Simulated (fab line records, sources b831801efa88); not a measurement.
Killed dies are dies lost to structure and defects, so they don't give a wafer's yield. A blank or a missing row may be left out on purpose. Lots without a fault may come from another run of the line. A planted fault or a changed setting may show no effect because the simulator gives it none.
Which tool did it? | flow sfq_line | 14 lots, 42 wafers sampled, at 4 steps of a route of 325

WHAT THE GAUGES READ, wafer by wafer
SFQ_M6_OVL_MEAS_940. Usual: M6_OVL -1 nm, standard deviation 4.8.
lot  | measured     | on         | M6_OVL (nm) | flag
L646 | day 77 09:41 | overlay-01 | -5 -5 -9    |
L647 | day 77 12:06 | overlay-01 | -3 -3 1     |
L648 | day 77 14:29 | overlay-02 | 1 2 -3      |
L649 | day 77 15:41 | overlay-01 | 8 5 8       |
L650 | day 77 18:05 | overlay-01 | -3 -6 0     |
L651 | day 77 21:41 | overlay-01 | -3 -1 -7    |
L652 | day 77 22:54 | overlay-01 | 8 -1 12     |
L653 | day 78 02:30 | overlay-01 | 2 2 1       |
L654 | day 78 04:54 | overlay-01 | 2 -6 -7     |
L657 | day 78 09:41 | overlay-01 | -4 1 -3     |
L659 | day 78 21:22 | overlay-01 | 8 8 4       |
L660 | day 79 03:22 | overlay-01 | -1 -4 -3    |
L661 | day 79 06:58 | overlay-01 | -9 -9 -9    |
L662 | day 79 17:46 | overlay-01 | -7 -9 -7    |

WHICH TOOL RAN EACH LOT (tool, then ch and the chambers of the sampled wafers, then the start)
lot  | SFQ_TRILAYER_M1_STRIP_STRIP_043   | SFQ_TRILAYER_I4_VIA_BARC_OPEN_VIA_ETCH_146 | SFQ_TRILAYER_R5_LITHO_EXPOSE_137
L646 | rie_metal-02 ch 0,1, day 10 05:21 | rie_diel-01 ch 0,2,3, day 48 03:42         | krf_scanner-02 ch 0, day 62 06:25
L647 | rie_metal-01 ch 0,1, day 11 01:28 | rie_diel-04 ch 0,1,2, day 48 16:54         | krf_scanner-02 ch 0, day 62 08:01
L648 | rie_metal-03 ch 0,1, day 13 18:55 | rie_diel-01 ch 0,2,3, day 50 04:59         | krf_scanner-02 ch 0, day 62 16:01
L649 | rie_metal-03 ch 0,1, day 14 08:04 | rie_diel-04 ch 1,2,3, day 50 10:49         | krf_scanner-02 ch 0, day 62 18:13
L650 | rie_metal-02 ch 0, day 14 15:13   | rie_diel-01 ch 0,2,3, day 50 13:13         | krf_scanner-02 ch 0, day 62 19:37
L651 | rie_metal-03 ch 0,1, day 14 22:28 | rie_diel-04 ch 1,2, day 50 18:01           | krf_scanner-02 ch 0, day 62 23:13
L652 | rie_metal-02 ch 1, day 15 20:59   | rie_diel-04 ch 1,2,3, day 51 00:02         | krf_scanner-02 ch 0, day 63 04:25
L653 | rie_metal-01 ch 0,1, day 16 06:40 | rie_diel-02 ch 1,2, day 51 04:49           | krf_scanner-02 ch 0, day 63 06:37
L654 | rie_metal-03 ch 0,1, day 16 16:46 | rie_diel-04 ch 1,2, day 51 08:25           | krf_scanner-02 ch 0, day 63 10:13
L657 | rie_metal-03 ch 0,1, day 17 15:40 | rie_diel-01 ch 0,1,3, day 51 19:13         | krf_scanner-02 ch 0, day 63 18:25
L659 | rie_metal-02 ch 0,1, day 25 04:07 | rie_diel-02 ch 0,1,2, day 53 02:25         | krf_scanner-02 ch 0, day 65 01:37
L660 | rie_metal-01 ch 0,1, day 25 07:43 | rie_diel-02 ch 0,1, day 53 09:13           | krf_scanner-02 ch 0, day 65 07:37
L661 | rie_metal-01 ch 0,1, day 25 10:07 | rie_diel-01 ch 0,1,2, day 53 12:49         | krf_scanner-02 ch 0, day 65 10:01
L662 | rie_metal-02 ch 0, day 25 16:07   | rie_diel-02 ch 0,3, day 53 18:49           | krf_scanner-02 ch 0, day 65 19:51
- SFQ_TRILAYER_M1_STRIP_STRIP_043: strips in O2.
- SFQ_TRILAYER_I4_VIA_BARC_OPEN_VIA_ETCH_146: etches BARC in O2, target depth 125 nm, time 41.7 s.
- SFQ_TRILAYER_R5_LITHO_EXPOSE_137: exposes mask R5, target cd 500 nm.

WHAT THE TOOLS THEMSELVES READ (means of the sampled wafers that have a number; where no wafer has one, the mark that the record gives instead)
SFQ_TRILAYER_M1_STRIP_STRIP_043. Usual: drypump_motor_current_A 5.4 A, standard deviation 0.38; oes_product_au 1.001 a.u., standard deviation 0.012.
lot  | tool         | drypump_motor_current_A (A) | oes_product_au (a.u.) | flag
L646 | rie_metal-02 | 5.3                         | 1.006                 |
L647 | rie_metal-01 | 5.6                         | 0.998                 |
L648 | rie_metal-03 | 5.4                         | 1.006                 |
L649 | rie_metal-03 | 5.3                         | 0.997                 |
L650 | rie_metal-02 | 5.7                         | 0.994                 |
L651 | rie_metal-03 | 5.4                         | 1.002                 |
L652 | rie_metal-02 | 4.7                         | 1.008                 |
L653 | rie_metal-01 | 5.7                         | 0.998                 |
L654 | rie_metal-03 | 5.4                         | 1.011                 |
L657 | rie_metal-03 | 5.4                         | 1.001                 |
L659 | rie_metal-02 | 5.0                         | 1.007                 |
L660 | rie_metal-01 | 5.7                         | 0.989                 |
L661 | rie_metal-01 | 5.7                         | 0.998                 |
L662 | rie_metal-02 | 5.7                         | 0.992                 |

SFQ_TRILAYER_I4_VIA_BARC_OPEN_VIA_ETCH_146. Usual: bias_w 79.98 W, standard deviation 0.23; drypump_motor_current_A 6.0 A, standard deviation 0.56; oes_product_au 0.685 a.u., standard deviation 0.0045; rf_fwd_power_W 494.8 W, standard deviation 2.2.
lot  | tool        | bias_w (W) | drypump_motor_current_A (A) | oes_product_au (a.u.) | rf_fwd_power_W (W) | flag
L646 | rie_diel-01 | 79.76      | 5.8                         | 0.687                 | 495.6              |
L647 | rie_diel-04 | 79.76      | 6.0                         | 0.686                 | 494.1              |
L648 | rie_diel-01 | 79.85      | 5.8                         | 0.686                 | 495.3              |
L649 | rie_diel-04 | 79.96      | 6.1                         | 0.684                 | 495.1              |
L650 | rie_diel-01 | 80.09      | 5.8                         | 0.683                 | 494.9              |
L651 | rie_diel-04 | 80.02      | 6.4                         | 0.685                 | 494.1              |
L652 | rie_diel-04 | 80.14      | 6.2                         | 0.684                 | 493.7              |
L653 | rie_diel-02 | 80.12      | 6.0                         | 0.683                 | 494.6              |
L654 | rie_diel-04 | 80.03      | 6.3                         | 0.684                 | 493.6              |
L657 | rie_diel-01 | 79.82      | 6.4                         | 0.684                 | 498.0              |
L659 | rie_diel-02 | 79.79      | 5.8                         | 0.686                 | 497.0              |
L660 | rie_diel-02 | 80.03      | 5.5                         | 0.688                 | 493.9              |
L661 | rie_diel-01 | 80.19      | 5.9                         | 0.691                 | 495.2              |
L662 | rie_diel-02 | 79.97      | 5.4                         | 0.685                 | 494.7              |

SFQ_TRILAYER_R5_LITHO_EXPOSE_137. Usual: exposure_dose_mJ_cm2 14.400, standard deviation 0.015.
lot  | tool           | exposure_dose_mJ_cm2 | flag
L646 | krf_scanner-02 | 14.397               |
L647 | krf_scanner-02 | 14.415               |
L648 | krf_scanner-02 | 14.402               |
L649 | krf_scanner-02 | 14.395               |
L650 | krf_scanner-02 | 14.402               |
L651 | krf_scanner-02 | 14.388               |
L652 | krf_scanner-02 | 14.411               |
L653 | krf_scanner-02 | 14.416               |
L654 | krf_scanner-02 | 14.403               |
L657 | krf_scanner-02 | 14.420               |
L659 | krf_scanner-02 | 15.024               | OFF
L660 | krf_scanner-02 | 15.021               | OFF
L661 | krf_scanner-02 | 15.006               | OFF
L662 | krf_scanner-02 | 15.022               | OFF

THE ANSWER, worked out from the rows above alone
Rule: a lot is off if the mean of its wafers that have a number lies more than 3 standard deviations from the usual mean. A lot without any number at a reading at which 4 lots or more have one is off too. The other lots that the step has rows for count as sound. The gauges are gone through in route order, then the tools' own readings, and for those a lot's mean is taken as printed above. The first step at which some lot is off is used, and at that step the reading that is off furthest; a lot without a number counts as furthest.
Off: L659, L660, L661, L662, at SFQ_TRILAYER_R5_LITHO_EXPOSE_137 (exposure_dose_mJ_cm2).
A tool fits if, at that step or a process step before it, it ran every lot that is off, and no sound lot after the first of them. One fits: krf_scanner-02 at SFQ_TRILAYER_R5_LITHO_EXPOSE_137. Its last sound lot is L657 (day 63 18:25), its first lot that is off L659 (day 65 01:37): a fault that began between those two fits.
The tool's own readings at SFQ_TRILAYER_R5_LITHO_EXPOSE_137 bear it out: on the lots that are off they differ by more than 5 times the standard deviation of the sound lots' means. exposure_dose_mJ_cm2 reads 15.018 there against 14.405 on the sound lots.

WHAT THE SIMULATOR HAD PUT IN
Process parameter drift: krf_scanner-02, from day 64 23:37 on, at SFQ_TRILAYER_R5_LITHO_EXPOSE_137. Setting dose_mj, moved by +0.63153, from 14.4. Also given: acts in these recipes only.
Lots struck among those shown: L659, L660, L661, L662. The rule above found the same.
